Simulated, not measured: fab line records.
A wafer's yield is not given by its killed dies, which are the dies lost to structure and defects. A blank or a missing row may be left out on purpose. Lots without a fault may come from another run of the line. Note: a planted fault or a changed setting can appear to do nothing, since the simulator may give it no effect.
fab line records ; flow sky130
[record] lots = 12; wafers = 36; last_day = 50
route steps=708 shown LI_CONTACT@377 LOCAL_INTERCONNECT@387 CONTACT@411 PAD_OPEN@708
lots that met no fault: taken from a fault-free run of the same line
start_h: hours from the record's first day to the start of the lot's first wafer shown ; wait_h: how many hours have passed since the lot's step before this one ; " repeats the value in the row above ; L1.1+2: several wafers, shown together as one row ; - value missing, or start not given ; * or withheld: withheld ; < > ~ a bound
route shown NAME@n: NAME is a module with steps in the file, n the number in the route of the first one ; usual: mean/standard deviation taken from wafers without a fault ; same: alike in all rows ; chamber/n: place in a boat ; sites: the reading at each site ; _std_site: standard deviation across them ; _edge_site: inner sites' mean taken away from outer sites' mean ; radius_mm: how far each site lies from the wafer's centre ; mask NAME#n: copy n ; behind: the tool/chamber that last shaped the wafer ; hold: what put the lot on hold/how long, in hours/how the hold closed ; device: the n, p or np transistor that did not switch ; end of line: the tests these same wafers got at the end of their route ; a step without rows: its recipe alone ; killed: the dies lost at the first sort to structure and to defects; this is not the yield of the wafer ; map: per-die view of a wafer (x killed, . not killed, _ where there is no die)
set.NAME: the run value of the setting; set.NAME@STEP: its run value at that earlier step ; model.NAME: the simulator's own value behind a step, which no gauge read
steps of the route over a sample of lots; a table a step, a row a wafer
services: a tool's chamber out of use, with start hour (start_h, from the record's first day; less than 0 if before it), hours out, and reason
[[steps]]
[step SKY_LI_CONTACT_ETCH_15]
[recipe] target = PSG; chemistry = C4F8/O2/Ar; stop_on = Si; taper_deg = 4.15; mask_material = KrF-thick; source_w = 1500; bias_w = 1200; pressure_mtorr = 40; c4f8_flow_sccm = withheld; O2_flow_sccm = 6; Ar_flow_sccm = 300; time_s = withheld; target_depth_a = 6000
[usual] chamber_pressure_mTorr = 40.00/0.034; oes_product_au = 0.837/0.0048; rf_fwd_power_W = 1492/5.2
lot.wafer;tool;chamber;start_h;wait_h;chamber_pressure_mTorr;oes_product_au;rf_fwd_power_W
L434.2;rie_diel-03;0;676.98;0.0;40.08;0.841;1501
L434.4;rie_diel-03;3;676.98;0.0;40.02;0.837;1494
L434.6;rie_diel-03;0;676.98;0.0;40.02;0.833;1493
L435.2;rie_diel-01;3;686.87;0.0;39.98;0.831;1493
L435.4;rie_diel-01;3;686.87;0.0;39.97;0.826;1491
L435.6;rie_diel-01;0;686.87;0.0;40.01;0.835;1493
L436.2;rie_diel-01;3;689.28;0.0;40.03;0.840;1489
L436.3;rie_diel-01;0;689.28;0.0;40.02;0.837;1499
L436.5;rie_diel-01;0;689.28;0.0;40.01;0.844;1496
L437.1;rie_diel-02;3;698.02;0.0;40.01;0.842;1490
L437.3;rie_diel-02;0;698.02;0.0;40.03;0.835;1498
L437.5;rie_diel-02;0;698.02;0.0;40.05;0.832;1496
L438.1;rie_diel-01;0;709.13;0.0;39.98;0.840;1493
L438.4;rie_diel-01;1;709.13;0.0;40.00;0.843;1492
L438.6;rie_diel-01;1;709.13;0.0;40.00;0.836;1480
L439.2;rie_diel-02;2;713.33;0.0;40.02;0.843;1483
L439.3;rie_diel-02;3;713.33;0.0;40.00;0.837;1494
L439.6;rie_diel-02;0;713.33;0.0;39.99;0.835;1491
L441.3;rie_diel-02;0;734.98;0.0;39.97;0.839;1489
L441.5;rie_diel-02;0;734.98;0.0;39.98;0.832;1491
L441.6;rie_diel-02;3;734.98;0.0;40.02;0.836;1498
L449.1;rie_diel-01;0;796.33;0.0;40.07;0.834;1497
L449.4;rie_diel-01;2;796.33;0.0;40.01;0.848;1502
L449.5;rie_diel-01;1;796.33;0.0;39.96;0.843;1492
L450.2;rie_diel-01;1;808.37;0.0;40.02;0.834;1483
L450.3;rie_diel-01;0;808.37;0.0;40.05;0.844;1489
L450.4;rie_diel-01;2;808.37;0.0;39.96;0.832;1493
L454.2;rie_diel-03;0;835.39;0.0;39.98;0.841;1492
L454.5;rie_diel-03;2;835.39;0.0;40.07;0.842;1474
L454.6;rie_diel-03;3;835.39;0.0;39.96;0.836;1496
L455.3;rie_diel-01;1;847.73;0.0;40.03;0.831;1494
L455.4;rie_diel-01;3;847.73;0.0;40.03;0.837;1495
L455.5;rie_diel-01;1;847.73;0.0;40.03;0.836;1500
L457.2;rie_diel-01;2;856.48;0.0;39.99;0.830;1487
L457.5;rie_diel-01;1;856.48;0.0;39.98;0.834;1493
L457.6;rie_diel-01;2;856.48;0.0;40.01;0.835;1491
[step SKY_LOCAL_INTERCONNECT_SPUTTER_00]
[recipe] material = TiN; target_thk_nm = 100; temp_c = 300; power_w = 6500; time_s = 83.3; chamber_pressure_pa = 0.4
[usual] substrate_temp_c = 300.00/0.19; throttle_valve_pct = 29.9/0.99
lot.wafer;tool;chamber;start_h;wait_h;substrate_temp_c;throttle_valve_pct
L434.2;pvd_sputter-03;-;678.10;0.2;300.36;31.4
L434.4;pvd_sputter-03;-;678.10;0.2;299.61;29.3
L434.6;pvd_sputter-03;-;678.10;0.2;300.01;30.2
L435.2;pvd_sputter-01;-;688.00;0.1;300.11;27.7
L435.4;pvd_sputter-01;-;688.00;0.1;300.05;31.0
L435.6;pvd_sputter-01;-;688.00;0.1;299.99;29.3
L436.2;pvd_sputter-04;-;690.42;0.2;300.00;29.4
L436.3;pvd_sputter-04;-;690.42;0.2;300.03;30.8
L436.5;pvd_sputter-04;-;690.42;0.2;300.12;30.2
L437.1;pvd_sputter-03;-;699.16;0.2;299.93;30.3
L437.3;pvd_sputter-03;-;699.16;0.2;300.17;29.1
L437.5;pvd_sputter-03;-;699.16;0.2;299.93;30.6
L438.1;pvd_sputter-01;-;710.25;0.2;299.65;29.8
L438.4;pvd_sputter-01;-;710.25;0.2;300.10;29.2
L438.6;pvd_sputter-01;-;710.25;0.2;300.06;29.3
L439.2;pvd_sputter-04;-;714.45;0.2;300.25;29.2
L439.3;pvd_sputter-04;-;714.45;0.2;300.08;30.1
L439.6;pvd_sputter-04;-;714.45;0.2;300.17;30.1
L441.3;pvd_sputter-01;-;736.10;0.1;299.63;29.7
L441.5;pvd_sputter-01;-;736.10;0.1;300.03;29.2
L441.6;pvd_sputter-01;-;736.10;0.1;299.90;27.8
L449.1;pvd_sputter-04;-;797.47;0.1;299.79;30.7
L449.4;pvd_sputter-04;-;797.47;0.1;299.78;29.7
L449.5;pvd_sputter-04;-;797.47;0.1;299.70;29.0
L450.2;pvd_sputter-04;-;809.50;0.1;300.15;29.8
L450.3;pvd_sputter-04;-;809.50;0.1;299.92;30.6
L450.4;pvd_sputter-04;-;809.50;0.1;300.19;29.4
L454.2;pvd_sputter-04;-;836.53;0.1;300.06;30.5
L454.5;pvd_sputter-04;-;836.53;0.1;299.99;30.4
L454.6;pvd_sputter-04;-;836.53;0.1;300.25;30.7
L455.3;pvd_sputter-03;-;848.85;0.1;299.76;30.7
L455.4;pvd_sputter-03;-;848.85;0.1;300.02;29.4
L455.5;pvd_sputter-03;-;848.85;0.1;299.99;31.6
L457.2;pvd_sputter-04;-;857.68;0.1;300.26;28.9
L457.5;pvd_sputter-04;-;857.68;0.1;300.09;29.2
L457.6;pvd_sputter-04;-;857.68;0.1;300.07;30.1
[step SKY_LOCAL_INTERCONNECT_ETCH_13]
[recipe] chemistry = N2/H2; target = BARC; ion_energy_ev = 200; bias_w = 100; pressure_mtorr = 30; n2_flow_sccm = 100; h2_flow_sccm = 200; icp_w = 500; stop_on = SiO2; time_s = 45.9; target_depth_a = 600
[usual] chamber_pressure_mTorr = 30.00/0.031; drypump_motor_current_A = 5.5/0.5; oes_product_au = 0.854/0.0048; rf_fwd_power_W = 495.4/2.5; throttle_valve_pct = 13.225/0.0091
lot.wafer;tool;chamber;start_h;wait_h;chamber_pressure_mTorr;drypump_motor_current_A;oes_product_au;rf_fwd_power_W;rf_hours_counter_h;throttle_valve_pct
L434.2;rie_metal-02;0;706.84;0.0;29.95;4.8;0.858;493.4;3;13.236
L434.4;rie_metal-02;1;706.84;0.0;29.95;5.7;0.861;489.0;-;13.226
L434.6;rie_metal-02;1;706.84;0.0;30.01;5.7;0.855;491.2;-;13.209
L435.2;rie_metal-02;0;717.00;0.0;30.02;4.8;0.853;494.7;-;13.227
L435.4;rie_metal-02;0;717.00;0.0;29.97;4.8;0.851;496.2;-;13.227
L435.6;rie_metal-02;0;717.00;0.0;30.00;4.8;0.850;496.0;-;13.234
L436.2;rie_metal-03;1;718.22;0.0;30.04;5.0;0.858;496.1;-;13.227
L436.3;rie_metal-03;1;718.22;0.0;30.02;5.0;0.857;496.6;-;13.222
L436.5;rie_metal-03;1;718.22;0.0;30.02;5.0;0.858;494.1;-;13.210
L437.1;rie_metal-02;0;726.95;0.0;30.03;4.8;0.855;494.2;3;13.229
L437.3;rie_metal-02;0;726.95;0.0;30.00;4.8;0.850;493.8;-;13.214
L437.5;rie_metal-02;1;726.95;0.0;29.97;5.7;0.862;491.8;-;13.213
L438.1;rie_metal-04;1;738.35;0.0;30.09;5.8;0.856;496.6;12;13.221
L438.4;rie_metal-04;0;738.35;0.0;30.02;6.0;0.854;495.5;-;13.216
L438.6;rie_metal-04;1;738.35;0.0;29.97;5.8;0.858;499.0;-;13.221
L439.2;rie_metal-03;1;742.40;0.0;29.98;5.0;0.851;499.4;1;13.223
L439.3;rie_metal-03;1;742.40;0.0;30.01;5.0;0.859;499.1;-;13.212
L439.6;rie_metal-03;1;742.40;0.0;29.99;5.0;0.851;500.7;-;13.225
L441.3;rie_metal-02;0;763.40;0.0;30.00;4.7;0.857;493.6;-;13.223
L441.5;rie_metal-02;0;763.40;0.0;30.08;4.8;0.856;493.1;-;13.236
L441.6;rie_metal-02;1;763.40;0.0;30.01;5.7;0.865;493.3;-;13.217
L449.1;rie_metal-04;0;824.69;0.0;29.97;6.0;0.851;494.8;5;13.221
L449.4;rie_metal-04;1;824.69;0.0;30.04;5.8;0.861;577.0;-;13.229
L449.5;rie_metal-04;1;824.69;0.0;30.02;5.8;0.850;576.6;-;13.203
L450.2;rie_metal-04;0;836.30;0.0;29.99;6.0;0.857;493.8;6;13.247
L450.3;rie_metal-04;0;836.30;0.0;30.01;6.0;0.851;493.9;-;13.228
L450.4;rie_metal-04;1;836.30;0.0;30.01;5.8;0.846;575.2;-;13.215
L454.2;rie_metal-03;1;862.49;0.0;30.04;5.0;0.855;499.5;5;13.241
L454.5;rie_metal-03;0;862.49;0.0;29.99;6.1;0.860;498.1;-;13.216
L454.6;rie_metal-03;1;862.49;0.0;29.94;5.0;0.847;500.5;-;13.236
L455.3;rie_metal-02;1;875.06;0.0;30.03;5.7;0.851;495.0;-;13.211
L455.4;rie_metal-02;0;875.06;0.0;30.00;4.8;0.848;495.0;-;13.230
L455.5;rie_metal-02;1;875.06;0.0;29.99;5.7;0.856;494.3;-;13.221
L457.2;rie_metal-03;0;884.14;0.0;30.02;6.1;0.854;496.2;8;13.235
L457.5;rie_metal-03;1;884.14;0.0;29.99;5.0;0.851;496.6;-;13.216
L457.6;rie_metal-03;0;884.14;0.0;30.01;6.1;0.856;497.6;-;13.227
[step SKY_CONTACT_BOW_MEAS_05]
[recipe] mode = bow
[usual] CONTACT_BOW = 81/6.5
lot.wafer;tool;chamber;start_h;wait_h;CONTACT_BOW[um]
L434.2;film_metro-02;-;708.09;0.2;87
L434.4;film_metro-02;-;708.09;0.2;74
L434.6;film_metro-02;-;708.09;0.2;88
L435.2;film_metro-01;-;718.39;0.2;68
L435.4;film_metro-01;-;718.39;0.2;79
L435.6;film_metro-01;-;718.39;0.2;67
L436.2;film_metro-03;-;719.57;0.2;93
L436.3;film_metro-03;-;719.57;0.2;76
L436.5;film_metro-03;-;719.57;0.2;77
L437.1;film_metro-01;-;728.18;0.2;83
L437.3;film_metro-01;-;728.18;0.2;81
L437.5;film_metro-01;-;728.18;0.2;83
L438.1;film_metro-03;-;739.58;0.1;84
L438.4;film_metro-03;-;739.58;0.1;82
L438.6;film_metro-03;-;739.58;0.1;87
L439.2;film_metro-02;-;743.65;0.1;86
L439.3;film_metro-02;-;743.65;0.1;77
L439.6;film_metro-02;-;743.65;0.1;73
L441.3;film_metro-01;-;764.65;0.1;76
L441.5;film_metro-01;-;764.65;0.1;75
L441.6;film_metro-01;-;764.65;0.1;77
L449.1;film_metro-03;-;826.12;0.2;78
L449.4;film_metro-03;-;826.12;0.2;80
L449.5;film_metro-03;-;826.12;0.2;99
L450.2;film_metro-01;-;837.72;0.2;76
L450.3;film_metro-01;-;837.72;0.2;86
L450.4;film_metro-01;-;837.72;0.2;80
L454.2;film_metro-01;-;863.79;0.2;86
L454.5;film_metro-01;-;863.79;0.2;81
L454.6;film_metro-01;-;863.79;0.2;80
L455.3;film_metro-02;-;876.32;0.2;84
L455.4;film_metro-02;-;876.32;0.2;91
L455.5;film_metro-02;-;876.32;0.2;87
L457.2;film_metro-02;-;885.40;0.2;81
L457.5;film_metro-02;-;885.40;0.2;70
L457.6;film_metro-02;-;885.40;0.2;72
[step SKY_PAD_OPEN_PROBE_99]
[usual] killed_at_M0_to_M3 = 44/7.2; killed_at_M4_up = 3.5/1.8; killed_at_contacts = 25/5.1; killed_at_front_end = 14/4.4; killed_at_other = 0.4/0.58; killed_dies = 87/9.1; killed_open = 48/6.9; killed_short = 38/6.3
[same] gross_dies = 492; killed_at_back_side = 0
lot.wafer;tool;chamber;start_h;wait_h;killed_at_M0_to_M3;killed_at_M4_up;killed_at_contacts;killed_at_front_end;killed_at_other;killed_dies;killed_open;killed_short
L434.2;prober-02;-;1077.25;0.1;48;3;34;16;0;101;70;30
L434.4;prober-02;-;1077.35;0.2;44;0;25;17;0;86;58;28
L434.6;prober-02;-;1077.45;0.2;35;5;27;16;0;83;37;46
L441.3;prober-01;-;1118.41;0.2;46;2;25;12;0;85;50;35
L441.5;prober-01;-;1118.51;0.2;45;7;14;5;0;71;42;29
L441.6;prober-01;-;1118.56;0.2;47;5;27;13;0;92;52;40
L450.2;prober-01;-;1169.50;0.1;38;8;30;14;1;91;45;45
L450.3;prober-01;-;1169.55;0.2;45;5;21;13;0;84;50;34
L450.4;prober-01;-;1169.60;0.2;40;3;20;14;0;77;39;38
L454.2;prober-01;-;1187.70;0.1;30;2;30;17;0;79;38;41
L454.5;prober-01;-;1187.85;0.2;48;4;19;7;0;78;37;41
L454.6;prober-01;-;1187.90;0.2;45;6;22;6;1;80;47;33
// killed by level:class
L434.2 CONTACT:geometric_particle:open=16 VIA1:geometric_particle:open=15 VIA3:geometric_particle:open=12 LI_CONTACT:geometric_particle:open=8 VIA1:geometric_particle:short=5 LOCAL_INTERCONNECT:geometric_particle:short=4 METAL2:geometric_particle:short=4 FIELD_ISO:geometric_particle:open=3
L434.4 VIA3:geometric_particle:open=10 CONTACT:geometric_particle:open=9 LI_CONTACT:geometric_particle:open=8 VIA2:geometric_particle:open=7 VIA1:geometric_particle:open=7 FIELD_ISO:geometric_particle:open=6 VIA1:geometric_particle:short=5 METAL2:geometric_particle:short=4
L434.6 CONTACT:geometric_particle:open=9 CONTACT:geometric_particle:short=8 METAL2:geometric_particle:short=8 METAL1:geometric_particle:short=7 VIA1:geometric_particle:open=7 POLY_GATE:geometric_particle:open=6 LI_CONTACT:geometric_particle:open=5 METAL4:geometric_particle:short=5
L441.3 VIA1:geometric_particle:open=15 LI_CONTACT:geometric_particle:open=10 CONTACT:geometric_particle:open=7 VIA2:geometric_particle:open=7 METAL2:geometric_particle:short=7 LI_CONTACT:geometric_particle:short=4 FIELD_ISO:geometric_particle:short=3 METAL1:geometric_particle:short=3
L441.5 VIA3:geometric_particle:open=10 VIA1:geometric_particle:open=9 LI_CONTACT:geometric_particle:open=6 METAL1:geometric_particle:short=5 VIA1:geometric_particle:short=5 VIA2:geometric_particle:open=4 METAL4:geometric_particle:short=4 FIELD_ISO:geometric_particle:short=3
L441.6 CONTACT:geometric_particle:open=13 VIA2:geometric_particle:open=8 VIA1:geometric_particle:open=8 LI_CONTACT:geometric_particle:open=7 METAL2:geometric_particle:short=6 METAL1:geometric_particle:short=6 VIA1:geometric_particle:short=5 VIA3:geometric_particle:short=5
L450.2 VIA1:geometric_particle:open=10 CONTACT:geometric_particle:open=9 CONTACT:geometric_particle:short=8 METAL1:geometric_particle:short=7 VIA3:geometric_particle:open=5 LI_CONTACT:geometric_particle:open=5 LOCAL_INTERCONNECT:geometric_particle:short=5 VIA2:geometric_particle:open=5
L450.3 VIA1:geometric_particle:open=14 CONTACT:geometric_particle:open=7 METAL2:geometric_particle:short=7 POLY_GATE:geometric_particle:open=5 LI_CONTACT:geometric_particle:open=5 VIA2:geometric_particle:open=5 METAL4:geometric_particle:short=5 CONTACT:geometric_particle:short=4
L450.4 VIA1:geometric_particle:open=11 VIA3:geometric_particle:open=7 METAL2:geometric_particle:short=6 LI_CONTACT:geometric_particle:open=6 LOCAL_INTERCONNECT:geometric_particle:short=6 FIELD_ISO:geometric_particle:short=5 METAL3:geometric_particle:short=5 FIELD_ISO:geometric_particle:open=4
L454.2 LI_CONTACT:geometric_particle:open=10 CONTACT:geometric_particle:open=10 CONTACT:geometric_particle:short=6 METAL2:geometric_particle:short=6 VIA2:geometric_particle:open=5 FIELD_ISO:geometric_particle:open=4 FIELD_ISO:geometric_particle:short=4 VIA1:geometric_particle:open=4
L454.5 METAL2:geometric_particle:short=15 CONTACT:geometric_particle:open=9 VIA3:geometric_particle:open=8 LI_CONTACT:geometric_particle:open=5 VIA1:geometric_particle:open=5 VIA2:geometric_particle:open=5 VIA3:geometric_particle:short=4 METAL1:geometric_particle:short=4
L454.6 VIA1:geometric_particle:open=11 LI_CONTACT:geometric_particle:open=10 VIA2:geometric_particle:open=9 METAL2:geometric_particle:short=9 CONTACT:geometric_particle:open=6 METAL4:geometric_particle:short=5 LI_CONTACT:geometric_particle:short=3 LOCAL_INTERCONNECT:geometric_particle:short=3
[[services]]
tool;chamber;start_h;hours;kind
rie_diel-01;3;666.45;4.6;repair
rie_diel-02;0;671.90;9.3;repair
rie_diel-01;2;679.28;12.7;repair
rie_metal-04;-;690.97;0.9;repair
rie_metal-03;0;692.33;26.0;repair
rie_diel-02;-;695.47;0.6;repair
rie_diel-02;1;698.14;7.8;repair
rie_metal-02;0;699.43;5.5;repair
rie_diel-02;3;703.94;2.4;repair
rie_metal-02;1;711.09;6.4;repair
pvd_sputter-03;-;728.69;11.5;repair
rie_metal-04;1;760.73;2.0;repair
pvd_sputter-03;-;763.04;5.3;repair
rie_diel-03;0;768.08;3.9;repair
rie_diel-02;1;774.04;2.1;repair
rie_diel-03;2;775.10;4.0;repair
rie_diel-02;0;776.65;6.9;repair
rie_metal-04;0;787.42;1.2;repair
pvd_sputter-04;-;791.24;1.4;repair
rie_diel-01;-;798.92;2.8;pm
rie_metal-04;-;803.20;0.5;repair
rie_diel-02;-;818.83;14.6;pm
pvd_sputter-01;-;849.35;1.8;repair
rie_metal-04;-;853.32;1.4;pm
[[key]]
[first_sign] step = SKY_LOCAL_INTERCONNECT_ETCH_13; reading = rf_fwd_power_W; direction = up; sigmas = 32; usual = 495.4; struck = 576.3
effect none on later readings
met_at SKY_LOCAL_INTERCONNECT_ETCH_13
struck_lots L449,L450
struck_wafers L449.4,L449.5,L450.4
tester_left_out L449,L450
not_acting_at SKY_LI_CONTACT_ETCH_15,SKY_LOCAL_INTERCONNECT_SPUTTER_00,SKY_CONTACT_BOW_MEAS_05
onset_between 738.35 824.69
[fault] kind = process_parameter_drift; tool = rie_metal-04; chamber = 1; onset_h = 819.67; steps = SKY_LOCAL_INTERCONNECT_ETCH_13; channel = icp_w; offset = 80; shape = step; end_h = 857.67; acts_in = these_recipes_only; stated = 500
// tester_left_out: of these lots the tester's yield and bins aren't shown, on N5 and GAA mostly nor the transistor test; their killed dies are dies lost to structure and defects alone, not to doping, threshold or leakage, so they don't give the yield
